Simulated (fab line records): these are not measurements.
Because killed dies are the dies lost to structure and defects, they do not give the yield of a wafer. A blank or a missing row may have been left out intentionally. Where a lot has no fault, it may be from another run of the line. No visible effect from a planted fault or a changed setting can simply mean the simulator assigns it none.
2 desks looking at one fault :: flow gf180mcu :: numbers are kept per desk, each desk with only its own; the story behind them comes last

THE METROLOGY DESK
Means of the sampled wafers that have a number, per lot and without regard to the tool the lot ran on: this is what the gauges read. Any lot whose mean is over 4 standard deviations away from the usual mean is out of limits and marked OUT; that distance is given in the brackets.
Columns: A = NWELL_RS at GF_VT_IMPLANT_RS_MEAS_47, usual 487.9 ohm/sq; B = LVPWELL_RS at GF_VT_IMPLANT_RS_MEAS_48, usual 1197.1 ohm/sq; C = NSD_RS at GF_PSD_RS_MEAS_14, usual 46.13 ohm/sq
lot: L266
first seen here: day 7 14:19
A: 489.3
B: 1199.6
C: 46.12

lot: L267
first seen here: day 7 20:34
A: 489.3
B: 1194.1
C: 46.01

lot: L268
first seen here: day 7 22:46
A: 489.8
B: 1198.9
C: 46.09

lot: L269
first seen here: day 8 05:53
A: 487.9
B: 1197.0
C: 46.00

lot: L270
first seen here: day 8 15:54
A: 489.9
B: 1197.7
C: 46.25

lot: L272
first seen here: day 9 03:37
A: 489.2
B: 1195.1
C: 46.19

lot: L273
first seen here: day 9 11:02
A: 488.9
B: 1197.6
C: 45.98

lot: L274
first seen here: day 9 18:16
A: 486.3
B: 1194.8
C: 46.26

lot: L275
first seen here: day 10 02:08
A: 487.9
B: 1195.7
C: 46.19

lot: L277
first seen here: day 10 16:02
A: 486.6
B: 1196.0
C: 46.07

lot: L280
first seen here: day 11 10:41
A: 487.9
B: 1197.1
C: 46.09

lot: L284
first seen here: day 12 13:47
A: 486.8
B: 1134.2 (-25) OUT
C: 46.10

lot: L289
first seen here: day 14 01:13
A: 488.3
B: 1137.1 (-24) OUT
C: 46.23
This desk's result: L284, L289 out of limits, first on L284 (LVPWELL_RS at GF_VT_IMPLANT_RS_MEAS_48), day 12 13:54. In limits: L266, L267, L268, L269, L270, L272, L273, L274, L275, L277, L280.

AT THE TOOL OWNER'S DESK: implanter-02
GF_LVPWELL_IMPLANT_09, tool's own readings: per-lot mean of the sampled wafers with a number, covering each lot this tool ran. Any lot whose mean is over 4 standard deviations away from the usual mean is out of limits and marked OUT; that distance is given in the brackets.
Columns: A = beam on s at GF_LVPWELL_IMPLANT_09, usual 9.98 s; B = dose ions cm2 at GF_LVPWELL_IMPLANT_09, usual 5e+12; C = faraday current uA at GF_LVPWELL_IMPLANT_09, usual 28.3
lot: L268
first seen here: day 4 05:59
A: 9.96
B: 5e+12
C: 28.3

lot: L273
first seen here: day 5 12:23
A: 10.10
B: 5e+12
C: 27.9

lot: L274
first seen here: day 5 17:17
A: 9.85
B: 5e+12
C: 28.6

lot: L277
first seen here: day 6 11:20
A: 9.84
B: 5e+12
C: 28.6

lot: L280
first seen here: day 7 03:41
A: 9.95
B: 5e+12
C: 28.4

lot: L284
first seen here: day 8 01:41
A: 10.06
B: 7e+12 (+99 or more) OUT
C: 37.1 (+16) OUT

lot: L289
first seen here: day 9 05:40
A: 10.00
B: 7e+12 (+99 or more) OUT
C: 37.3 (+16) OUT
Finding of this desk: L284, L289 out of limits; the first was L284 at day 8 01:41, on dose ions cm2 at GF_LVPWELL_IMPLANT_09. In limits: L268, L273, L274, L277, L280.

PUT TOGETHER
The tool owner's desk could have raised an alarm at day 8 01:41, on L284, L289.
Metrology desk: alarm possible at day 12 13:54 on L284, L289.
GF_LVPWELL_IMPLANT_09 was run on implanter-02 by each of the lots named.

WHAT WAS PUT IN BY THE SIMULATOR
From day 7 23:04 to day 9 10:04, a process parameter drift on implanter-02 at GF_LVPWELL_IMPLANT_09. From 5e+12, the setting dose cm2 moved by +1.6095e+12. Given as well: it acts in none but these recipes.
Shown lots that were struck: L284, L289.
Counting hours from when the fault started, the first reading out of limits came at 3 for the tool owner's desk and at 111 for the metrology desk.
